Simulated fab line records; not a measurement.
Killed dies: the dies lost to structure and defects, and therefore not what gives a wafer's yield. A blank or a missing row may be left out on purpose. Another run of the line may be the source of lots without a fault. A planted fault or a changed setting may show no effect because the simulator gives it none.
fab line records	flow sky130
record: lots: 15	wafers: 45	last_day: 50
route steps=708 shown VIA2@510 METAL3@536 METAL5@663
lots that met no fault: from a run of the same line without faults
start_h: start of the lot's first displayed wafer, in hours after the record's first day	wait_h: hours from the lot's prior step to this one	" repeats the value in the row above	L1.1+2: one row covering several wafers at once	- no value present, or no start provided	* or withheld: withheld	< > ~ a bound
route shown NAME@n: names a module that has steps shown in the file, with the first one's number in the route	usual: mean and standard deviation over wafers with no fault	same: alike in all rows	chamber/n: place in a boat	sites: readings site by site	_std_site: the standard deviation of these	_edge_site: outer sites' mean less inner sites'	radius_mm: for every site, how far away it sits from the centre of the wafer	mask NAME#n: copy n	behind: the last tool/chamber to shape the wafer	hold: the reason the lot was held/the length of the hold in hours/how it ended	device: which transistor (n, p or np) failed to switch	end of line: tests of these same wafers at the route's end	for a step that has no rows: nothing shown but its recipe	killed: at the first sort, the dies lost to defects and structure; wafer yield is something else	map: a wafer's dies, marking killed ones x, the rest . and places with no die _
set.NAME: the run value of the setting; set.NAME@STEP: its run value at that earlier step	model.NAME: the simulator's own value behind a step, which no gauge read
steps of the route over a sample of lots; a table a step, a row a wafer
services: when a tool's chamber went out of use (start_h, in hours from the record's first day, below 0 if earlier), for how many hours, and the reason
== steps ==
step: SKY_VIA2_BOW_MEAS_03
recipe: mode: bow
usual: VIA2_BOW: 86/7.3
lot.wafer	tool	chamber	start_h	wait_h	VIA2_BOW[um]
L663.3	film_metro-02	-	850.06	0.3	87
L663.4	"	-	"	"	93
L663.5	"	-	"	"	83
L665.1	film_metro-03	-	862.36	0.2	84
L665.4	"	-	"	"	83
L665.5	"	-	"	"	84
L666.2	film_metro-03	-	864.66	0.3	82
L666.3	"	-	"	"	88
L666.4	"	-	"	"	89
L668.1	film_metro-04	-	875.48	0.2	76
L668.4	"	-	"	"	87
L668.5	"	-	"	"	84
L669.1	film_metro-02	-	882.61	0.2	79
L669.2	"	-	"	"	82
L669.3	"	-	"	"	102
L670.2	film_metro-03	-	894.07	0.1	84
L670.4	"	-	"	"	76
L670.6	"	-	"	"	93
L671.1	film_metro-04	-	896.52	0.2	90
L671.3	"	-	"	"	95
L671.5	"	-	"	"	86
L672.1	film_metro-03	-	904.74	0.2	81
L672.4	"	-	"	"	92
L672.6	"	-	"	"	92
L675.2	film_metro-04	-	928.67	0.3	84
L675.3	"	-	"	"	84
L675.5	"	-	"	"	67
L677.1	film_metro-03	-	938.83	0.1	83
L677.3	"	-	"	"	78
L677.6	"	-	"	"	91
L679.1	film_metro-04	-	945.34	0.2	80
L679.2	"	-	"	"	95
L679.4	"	-	"	"	83
L681.2	film_metro-02	-	961.48	0.3	88
L681.3	"	-	"	"	87
L681.4	"	-	"	"	91
L683.1	film_metro-03	-	975.22	0.1	85
L683.3	"	-	"	"	83
L683.4	"	-	"	"	83
L684.4	film_metro-04	-	983.39	0.3	86
L684.5	"	-	"	"	98
L684.6	"	-	"	"	99
L685.1	film_metro-03	-	990.28	0.1	84
L685.3	"	-	"	"	94
L685.4	"	-	"	"	81
step: SKY_VIA2_CD_MEAS_12
recipe: target_cd_nm: 200
usual: cd_nm: 200.4/1.5
lot.wafer	tool	chamber	start_h	wait_h	cd_nm
L663.3	cd_sem-02	-	875.49	-	200.5
L663.4	"	-	"	"	201.2
L663.5	"	-	"	"	200.6
L665.1	cd_sem-02	-	887.15	-	201.2
L665.4	"	-	"	"	201.8
L665.5	"	-	"	"	200.2
L666.2	cd_sem-01	-	890.02	-	200.6
L666.3	"	-	"	"	201.1
L666.4	"	-	"	"	201.3
L668.1	cd_sem-01	-	900.85	-	201.4
L668.4	"	-	"	"	200.6
L668.5	"	-	"	"	198.9
L669.1	cd_sem-01	-	908.50	-	199.5
L669.2	"	-	"	"	199.4
L669.3	"	-	"	"	198.4
L670.2	cd_sem-02	-	919.35	-	202.9
L670.4	"	-	"	"	199.6
L670.6	"	-	"	"	201.4
L671.1	cd_sem-02	-	921.18	-	202.8
L671.3	"	-	"	"	200.7
L671.5	"	-	"	"	202.5
L672.1	cd_sem-01	-	929.48	-	199.5
L672.4	"	-	"	"	199.2
L672.6	"	-	"	"	199.3
L675.2	cd_sem-02	-	952.77	-	200.2
L675.3	"	-	"	"	200.0
L675.5	"	-	"	"	200.1
L677.1	cd_sem-02	-	962.75	-	202.3
L677.3	"	-	"	"	202.2
L677.6	"	-	"	"	202.8
L679.1	cd_sem-01	-	969.18	-	198.6
L679.2	"	-	"	"	198.5
L679.4	"	-	"	"	199.8
L681.2	cd_sem-01	-	985.37	-	202.1
L681.3	"	-	"	"	203.0
L681.4	"	-	"	"	202.4
L683.1	cd_sem-01	-	998.70	-	201.5
L683.3	"	-	"	"	201.8
L683.4	"	-	"	"	201.3
L684.4	cd_sem-02	-	1006.31	-	199.1
L684.5	"	-	"	"	199.7
L684.6	"	-	"	"	200.5
L685.1	cd_sem-01	-	1013.65	-	197.2
L685.3	"	-	"	"	197.5
L685.4	"	-	"	"	196.1
step: SKY_METAL3_SPUTTER_04
recipe: material: TiN	target_thk_nm: 70	power_w: 6500	time_s: 58.3	chamber_pressure_pa: 0.4
usual: cathode_dc_power_W: 6500.2/1.2	throttle_valve_pct: 30.4/1.3
lot.wafer	tool	chamber	start_h	wait_h	cathode_dc_power_W	throttle_valve_pct
L663.3	pvd_sputter-02	-	877.08	0.0	6502.2	30.3
L663.4	"	-	"	"	6498.7	31.9
L663.5	"	-	"	"	6500.0	31.1
L665.1	pvd_sputter-02	-	888.81	0.0	6498.9	31.1
L665.4	"	-	"	"	6500.0	32.0
L665.5	"	-	"	"	6501.8	29.1
L666.2	pvd_sputter-02	-	891.63	0.0	6500.5	30.3
L666.3	"	-	"	"	6500.2	28.9
L666.4	"	-	"	"	6502.4	31.9
L668.1	pvd_sputter-04	-	902.50	0.0	6500.2	29.7
L668.4	"	-	"	"	6501.2	29.5
L668.5	"	-	"	"	6500.9	28.2
L669.1	pvd_sputter-04	-	910.16	0.0	6501.7	29.7
L669.2	"	-	"	"	6500.2	28.3
L669.3	"	-	"	"	6500.9	29.5
L670.2	pvd_sputter-03	-	920.96	0.0	6501.4	33.1
L670.4	"	-	"	"	6500.3	32.9
L670.6	"	-	"	"	6501.0	29.1
L671.1	pvd_sputter-03	-	922.81	0.0	6499.4	29.5
L671.3	"	-	"	"	6503.4	33.2
L671.5	"	-	"	"	6500.4	29.6
L672.1	pvd_sputter-03	-	931.12	0.0	6500.6	33.1
L672.4	"	-	"	"	6501.4	29.5
L672.6	"	-	"	"	6500.7	29.2
L675.2	pvd_sputter-02	-	954.43	0.0	6500.5	28.7
L675.3	"	-	"	"	6498.5	30.4
L675.5	"	-	"	"	6501.6	31.5
L677.1	pvd_sputter-02	-	964.39	0.0	6502.4	31.5
L677.3	"	-	"	"	6499.8	30.5
L677.6	"	-	"	"	6500.2	31.8
L679.1	pvd_sputter-02	-	970.87	0.0	6500.5	30.4
L679.2	"	-	"	"	6501.5	28.8
L679.4	"	-	"	"	6496.8	31.2
L681.2	pvd_sputter-02	-	986.99	0.0	6498.5	30.3
L681.3	"	-	"	"	6500.1	31.2
L681.4	"	-	"	"	6500.5	28.7
L683.1	pvd_sputter-04	-	1000.46	0.0	6499.1	31.9
L683.3	"	-	"	"	6501.3	29.6
L683.4	"	-	"	"	6500.7	28.4
L684.4	pvd_sputter-02	-	1007.88	0.0	6499.9	31.0
L684.5	"	-	"	"	6500.2	30.7
L684.6	"	-	"	"	6499.6	30.9
L685.1	pvd_sputter-04	-	1015.31	0.0	6499.4	29.5
L685.3	"	-	"	"	6499.1	29.6
L685.4	"	-	"	"	6501.4	32.0
step: SKY_METAL5_SPUTTER_02
recipe: material: AlCu	target_thk_nm: 1150	power_w: 10600	time_s: 61.2	chamber_pressure_pa: 0.4
usual: cathode_dc_power_W: 10600/2.1	throttle_valve_pct: 30.2/1.3
lot.wafer	tool	chamber	start_h	wait_h	cathode_dc_power_W	throttle_valve_pct
L663.3	pvd_sputter-04	-	1028.88	0.0	10597	28.5
L663.4	"	-	"	"	10600	30.0
L663.5	"	-	"	"	10603	29.4
L665.1	pvd_sputter-04	-	1039.03	0.0	10602	29.8
L665.4	"	-	"	"	10600	31.9
L665.5	"	-	"	"	10601	29.9
L666.2	pvd_sputter-01	-	1042.71	0.0	10599	30.1
L666.3	"	-	"	"	10601	31.1
L666.4	"	-	"	"	10601	31.4
L668.1	pvd_sputter-04	-	1051.89	0.0	10600	31.8
L668.4	"	-	"	"	10602	31.9
L668.5	"	-	"	"	10599	29.8
L669.1	pvd_sputter-03	-	1058.59	0.0	10600	33.3
L669.2	"	-	"	"	10599	29.1
L669.3	"	-	"	"	10599	29.6
L670.2	pvd_sputter-04	-	1069.84	0.0	10603	29.7
L670.4	"	-	"	"	10597	28.6
L670.6	"	-	"	"	10599	29.9
L671.1	pvd_sputter-01	-	1070.14	0.0	10598	30.0
L671.3	"	-	"	"	10602	27.6
L671.5	"	-	"	"	10602	31.4
L672.1	pvd_sputter-04	-	1077.61	0.0	10605	29.6
L672.4	"	-	"	"	10597	29.7
L672.6	"	-	"	"	10603	30.2
L675.2	pvd_sputter-03	-	1099.16	0.0	10599	29.3
L675.3	"	-	"	"	10600	33.2
L675.5	"	-	"	"	10598	29.1
L677.1	pvd_sputter-01	-	1107.14	0.0	10603	30.1
L677.3	"	-	"	"	10603	27.9
L677.6	"	-	"	"	10601	31.0
L679.1	pvd_sputter-01	-	1115.16	0.0	10604	30.9
L679.2	"	-	"	"	10597	30.1
L679.4	"	-	"	"	10599	31.3
L681.2	pvd_sputter-01	-	1125.74	0.0	10603	30.3
L681.3	"	-	"	"	10599	27.2
L681.4	"	-	"	"	10601	31.2
L683.1	pvd_sputter-01	-	1138.92	0.0	10597	27.6
L683.3	"	-	"	"	10598	30.1
L683.4	"	-	"	"	10597	31.0
L684.4	pvd_sputter-04	-	1143.67	0.0	10603	29.6
L684.5	"	-	"	"	10597	28.3
L684.6	"	-	"	"	10600	29.9
L685.1	pvd_sputter-04	-	1150.74	0.0	10599	31.7
L685.3	"	-	"	"	10599	29.6
L685.4	"	-	"	"	10602	29.5
step: SKY_METAL5_RS_MEAS_05
recipe: thk_meas_gauge: four-point-probe	reads: TiN_of_METAL5_SPUTTER_04+Ti_of_METAL5_SPUTTER_03+AlCu_of_METAL5_SPUTTER_02+TiN_of_METAL5_SPUTTER_01+Ti_of_METAL5_SPUTTER_00
usual: METAL5_ALCU_RS: 0.02691/0.00027
lot.wafer	tool	chamber	start_h	wait_h	METAL5_ALCU_RS[ohm/sq]
L663.3	film_metro-04	-	1029.04	0.1	0.02677
L663.4	"	-	"	"	0.02671
L663.5	"	-	"	"	0.02656
L665.1	film_metro-03	-	1039.15	0.0	0.02663
L665.4	"	-	"	"	0.02683
L665.5	"	-	"	"	0.02642
L666.2	film_metro-04	-	1042.85	0.0	0.02636
L666.3	"	-	"	"	0.02639
L666.4	"	-	"	"	0.0265
L668.1	film_metro-01	-	1052.01	0.0	0.02711
L668.4	"	-	"	"	0.02225
L668.5	"	-	"	"	0.02229
L669.1	film_metro-01	-	1058.71	0.0	0.02716
L669.2	"	-	"	"	0.02725
L669.3	"	-	"	"	0.0272
L670.2	film_metro-04	-	1069.98	0.0	0.02713
L670.4	"	-	"	"	0.02213
L670.6	"	-	"	"	0.02719
L671.1	film_metro-03	-	1070.26	0.0	0.027
L671.3	"	-	"	"	0.02694
L671.5	"	-	"	"	0.02694
L672.1	film_metro-03	-	1077.73	0.0	0.02673
L672.4	"	-	"	"	0.02227
L672.6	"	-	"	"	0.02709
L675.2	film_metro-04	-	1099.30	0.0	0.02733
L675.3	"	-	"	"	0.02699
L675.5	"	-	"	"	0.02723
L677.1	film_metro-01	-	1107.26	0.0	0.02714
L677.3	"	-	"	"	0.02695
L677.6	"	-	"	"	0.02725
L679.1	film_metro-01	-	1115.28	0.0	0.02666
L679.2	"	-	"	"	0.02667
L679.4	"	-	"	"	0.02635
L681.2	film_metro-03	-	1125.88	0.0	0.02699
L681.3	"	-	"	"	0.02701
L681.4	"	-	"	"	0.0268
L683.1	film_metro-03	-	1139.04	0.0	0.02709
L683.3	"	-	"	"	0.02681
L683.4	"	-	"	"	0.02691
L684.4	film_metro-01	-	1143.82	0.1	0.02704
L684.5	"	-	"	"	0.02721
L684.6	"	-	"	"	0.02748
L685.1	film_metro-01	-	1150.86	0.0	0.02704
L685.3	"	-	"	"	0.02717
L685.4	"	-	"	"	0.02697
step: SKY_METAL5_THK_MEAS_06
recipe: thk_meas_gauge: xrf	reads: AlCu_of_METAL5_SPUTTER_02
usual: METAL5_ALCU_THK: 1174/13
lot.wafer	tool	chamber	start_h	wait_h	METAL5_ALCU_THK[nm]
L663.3	film_metro-04	-	1029.14	0.1	1180
L663.4	"	-	"	"	1181
L663.5	"	-	"	"	1185
L665.1	film_metro-03	-	1039.27	0.1	1188
L665.4	"	-	"	"	1175
L665.5	"	-	"	"	1189
L666.2	film_metro-04	-	1042.96	0.1	1205
L666.3	"	-	"	"	1197
L666.4	"	-	"	"	1195
L668.1	film_metro-01	-	1052.13	0.1	1172
L668.4	"	-	"	"	1428
L668.5	"	-	"	"	1424
L669.1	film_metro-01	-	1058.83	0.1	1175
L669.2	"	-	"	"	1169
L669.3	"	-	"	"	1163
L670.2	film_metro-04	-	1070.09	0.1	1166
L670.4	"	-	"	"	1427
L670.6	"	-	"	"	1163
L671.1	film_metro-03	-	1070.38	0.1	1167
L671.3	"	-	"	"	1172
L671.5	"	-	"	"	1168
L672.1	film_metro-03	-	1077.85	0.1	1171
L672.4	"	-	"	"	1412
L672.6	"	-	"	"	1156
L675.2	film_metro-04	-	1099.41	0.1	1155
L675.3	"	-	"	"	1175
L675.5	"	-	"	"	1163
L677.1	film_metro-01	-	1107.38	0.1	1160
L677.3	"	-	"	"	1168
L677.6	"	-	"	"	1151
L679.1	film_metro-01	-	1115.40	0.1	1184
L679.2	"	-	"	"	1173
L679.4	"	-	"	"	1193
L681.2	film_metro-03	-	1125.99	0.1	1171
L681.3	"	-	"	"	1180
L681.4	"	-	"	"	1177
L683.1	film_metro-03	-	1139.16	0.1	1160
L683.3	"	-	"	"	1169
L683.4	"	-	"	"	1166
L684.4	film_metro-01	-	1143.91	0.1	1167
L684.5	"	-	"	"	1161
L684.6	"	-	"	"	1150
L685.1	film_metro-01	-	1150.98	0.1	1170
L685.3	"	-	"	"	1167
L685.4	"	-	"	"	1179
step: SKY_METAL5_METAL_ETCH_15
recipe: target_depth_a: 12600	stop_on: SiO2	over_etch_frac: 0.2	time_s: 252	chemistry: Cl2/BCl3	resist_sidewall_deg: 86	pressure_mtorr: 10	icp_w: 900	bias_w: 48.5	Cl2_flow_sccm: 60	bcl3_flow_sccm: 30
usual: bcl3_flow_sccm: 30.02/0.088	drypump_motor_current_A: 5.8/0.54	oes_product_au: 0.894/0.0051	throttle_valve_pct: 22.264/0.0092
lot.wafer	tool	chamber	start_h	wait_h	bcl3_flow_sccm	drypump_motor_current_A	oes_product_au	rf_hours_counter_h	throttle_valve_pct
L663.3	rie_metal-02	0	1051.42	0.1	30.01	5.2	0.887	-	22.246
L663.4	"	1	"	"	30.08	6.6	0.888	-	22.254
L663.5	"	1	"	"	29.91	6.6	0.891	-	22.271
L665.1	rie_metal-02	1	1061.75	0.0	29.87	6.5	0.899	11	22.264
L665.4	"	1	"	"	29.98	6.6	0.885	-	22.272
L665.5	"	0	"	"	30.03	5.2	0.896	-	22.262
L666.2	rie_metal-02	1	1064.64	0.0	30.15	6.6	0.889	12	22.251
L666.3	"	0	"	"	29.95	5.2	0.887	-	22.249
L666.4	"	1	"	"	30.08	6.6	0.896	-	22.248
L668.1	rie_metal-04	0	1074.39	0.0	30.17	5.5	0.892	17	22.268
L668.4	"	0	"	"	30.20	5.6	0.979	-	22.263
L668.5	"	1	"	"	30.01	5.0	0.977	-	22.262
L669.1	rie_metal-03	1	1080.40	0.0	30.13	6.2	0.899	11	22.261
L669.2	"	0	"	"	29.97	5.4	0.889	15	22.245
L669.3	"	0	"	"	30.11	5.4	0.884	-	22.272
L670.2	rie_metal-02	1	1092.60	0.0	29.88	6.6	0.890	14	22.272
L670.4	"	0	"	"	30.08	5.2	0.987	-	22.274
L670.6	"	0	"	"	29.98	5.2	0.890	-	22.265
L671.1	rie_metal-03	0	1092.64	0.0	29.94	5.4	0.899	15	22.267
L671.3	"	1	"	"	30.08	6.2	0.894	-	22.273
L671.5	"	1	"	"	30.00	6.2	0.899	-	22.279
L672.1	rie_metal-03	0	1098.94	0.0	30.12	5.4	0.898	16	22.261
L672.4	"	0	"	"	29.97	5.4	0.982	-	22.278
L672.6	"	1	"	"	29.97	6.2	0.890	-	22.262
L675.2	rie_metal-04	0	1119.45	0.0	29.94	5.6	0.896	21	22.258
L675.3	"	1	"	"	30.00	5.1	0.902	-	22.276
L675.5	"	0	"	"	30.08	5.6	0.891	-	22.260
L677.1	rie_metal-03	0	1126.97	0.0	29.93	5.4	0.893	18	22.267
L677.3	"	0	"	"	29.98	5.4	0.887	-	22.251
L677.6	"	1	"	"	30.05	6.2	0.893	-	22.281
L679.1	rie_metal-03	1	1134.94	0.0	30.05	6.2	0.893	15	22.278
L679.2	"	0	"	"	29.94	5.4	0.900	19	22.259
L679.4	"	1	"	"	30.06	6.2	0.895	-	22.252
L681.2	rie_metal-03	1	1144.90	0.0	30.02	6.2	0.900	16	22.270
L681.3	"	0	"	"	29.99	5.4	0.894	-	22.256
L681.4	"	1	"	"	29.96	6.2	0.891	-	22.271
L683.1	rie_metal-03	0	1157.47	0.0	29.97	5.4	0.893	20	22.280
L683.3	"	0	"	"	30.06	5.4	0.891	-	22.273
L683.4	"	1	"	"	30.01	6.2	0.895	-	22.271
L684.4	rie_metal-02	1	1162.23	0.1	30.11	6.5	0.899	-	22.256
L684.5	"	1	"	"	30.11	6.6	0.882	-	22.273
L684.6	"	0	"	"	30.06	5.2	0.896	-	22.250
L685.1	rie_metal-03	0	1167.54	0.0	29.91	5.4	0.890	22	22.262
L685.3	"	1	"	"	30.04	6.2	0.902	-	22.269
L685.4	"	0	"	"	29.81	5.4	0.896	-	22.275
== services ==
tool	chamber	start_h	hours	kind
rie_metal-03	0	856.76	10.4	repair
pvd_sputter-01	-	882.35	0.6	repair
pvd_sputter-03	-	882.81	15.7	repair
pvd_sputter-03	-	884.85	2.9	repair
rie_metal-03	1	897.38	2.3	repair
rie_metal-04	1	925.21	2.4	repair
pvd_sputter-01	-	932.95	8.8	repair
rie_metal-02	-	939.08	1.9	repair
pvd_sputter-01	-	957.74	1.2	repair
pvd_sputter-03	-	958.76	12.5	repair
pvd_sputter-04	3	962.08	-	consumable_replace:kit
rie_metal-04	1	975.93	7.1	repair
pvd_sputter-01	-	988.33	20.5	repair
rie_metal-03	-	1025.77	2.8	pm
rie_metal-03	-	1030.18	14.6	pm
rie_metal-02	-	1035.55	1.0	repair
pvd_sputter-03	-	1049.97	4.4	repair
pvd_sputter-02	-	1054.55	13.2	repair
pvd_sputter-03	-	1068.77	4.7	repair
rie_metal-03	-	1081.79	5.9	repair
pvd_sputter-03	-	1102.18	4.7	repair
pvd_sputter-02	-	1125.31	2.8	repair
rie_metal-02	-	1153.49	2.1	repair
pvd_sputter-02	-	1159.34	4.3	repair
== key ==
first_sign: step: SKY_METAL5_RS_MEAS_05	reading: METAL5_ALCU_RS	direction: down	sigmas: 17	usual: 0.02691	struck: 0.02224
effect: step: SKY_METAL5_THK_MEAS_06	reading: METAL5_ALCU_THK	direction: up	sigmas: 19	usual: 1174	struck: 1423
effect: step: SKY_METAL5_METAL_ETCH_15	reading: oes_product_au	direction: up	sigmas: 17	usual: 0.894	struck: 0.981
met_at SKY_METAL5_SPUTTER_02
struck_lots L668,L670,L672
struck_wafers L668.4,L668.5,L670.4,L672.4
sort_left_out L668.4,L668.5,L670.4,L672.4
not_acting_at SKY_VIA2_BOW_MEAS_03,SKY_VIA2_CD_MEAS_12,SKY_METAL3_SPUTTER_04
onset_between 1039.03 1051.89
fault: kind: process_parameter_drift	tool: pvd_sputter-04	chamber: -	onset_h: 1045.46	steps: SKY_METAL5_SPUTTER_02	channel: target_thk_nm	offset: 246.11	shape: step	end_h: 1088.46	scope: struck_wafers_only	acts_in: these_recipes_only	stated: 1150
sort_left_out: the simulated sort isn't trusted on such a fault, so these wafers' sort isn't shown, and their yield isn't known
